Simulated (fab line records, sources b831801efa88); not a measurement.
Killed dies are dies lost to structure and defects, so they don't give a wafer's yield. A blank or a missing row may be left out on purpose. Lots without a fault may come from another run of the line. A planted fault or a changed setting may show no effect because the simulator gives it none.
Which tool did it? | flow gf180mcu | 7 lots, 20 wafers sampled, at 3 steps of a route of 602

WHAT THE GAUGES READ, wafer by wafer
GF_V3_OVL_MEAS_15.
lot  | measured     | on         | V3_OVL (nm)
L615 | day 23 01:49 | overlay-01 | -5 -4 -1
L614 | day 23 05:22 | overlay-02 | 2 1 5
L619 | day 23 10:19 | overlay-02 | -11 -13 -6
L622 | day 24 06:13 | overlay-02 | 4 -4
L631 | day 27 09:08 | overlay-02 | -2 0 -1
L633 | day 28 02:45 | overlay-01 | -3 -1 -9
L636 | day 29 06:46 | overlay-02 | 2 -10 3

WHICH TOOL RAN EACH LOT (tool, then ch and the chambers of the sampled wafers, then the start)
lot  | GF_M3_SPUTTER_02             | GF_M3_METAL_ETCH_16
L615 | pvd_sputter-04, day 21 04:01 | rie_metal-02 ch 0,1, day 22 02:17
L614 | pvd_sputter-01, day 21 06:52 | rie_metal-02 ch 0,1, day 22 05:17
L619 | pvd_sputter-03, day 21 11:46 | rie_metal-01 ch 0,1, day 22 10:23
L622 | pvd_sputter-03, day 22 07:46 | rie_metal-01 ch 0,1, day 23 06:11
L631 | pvd_sputter-03, day 25 12:10 | rie_metal-03 ch 0,1, day 26 10:27
L633 | pvd_sputter-03, day 26 04:58 | rie_metal-03 ch 1, day 27 03:14
L636 | pvd_sputter-03, day 27 09:39 | rie_metal-02 ch 0,1, day 28 07:50
- GF_M3_SPUTTER_02: material AlCu, target thk 450 nm, time 23.9 s.
- GF_M3_METAL_ETCH_16: etches the open film in Cl2/BCl3, stops on SiO2, target depth 750.8 nm, time 125.1 s.

THE ANSWER, worked out from the rows above alone
Rule: what is usual is taken from the lots themselves. Put in order of their means at a reading, lots are off if they are a third of the lots or fewer, leave a main group of 4 or more, and stand apart from it by a gap of 3 or more times the standard deviation of the main group's means; of several such gaps the widest counts. A main group whose means are all the same, to the digits that the tables above print for the reading, isn't used. A lot without any number at a reading at which 4 lots or more have one is off too. The other lots that the step has rows for count as sound.
No lot is off at any reading shown: from this, nothing can be told.

WHAT THE SIMULATOR HAD PUT IN
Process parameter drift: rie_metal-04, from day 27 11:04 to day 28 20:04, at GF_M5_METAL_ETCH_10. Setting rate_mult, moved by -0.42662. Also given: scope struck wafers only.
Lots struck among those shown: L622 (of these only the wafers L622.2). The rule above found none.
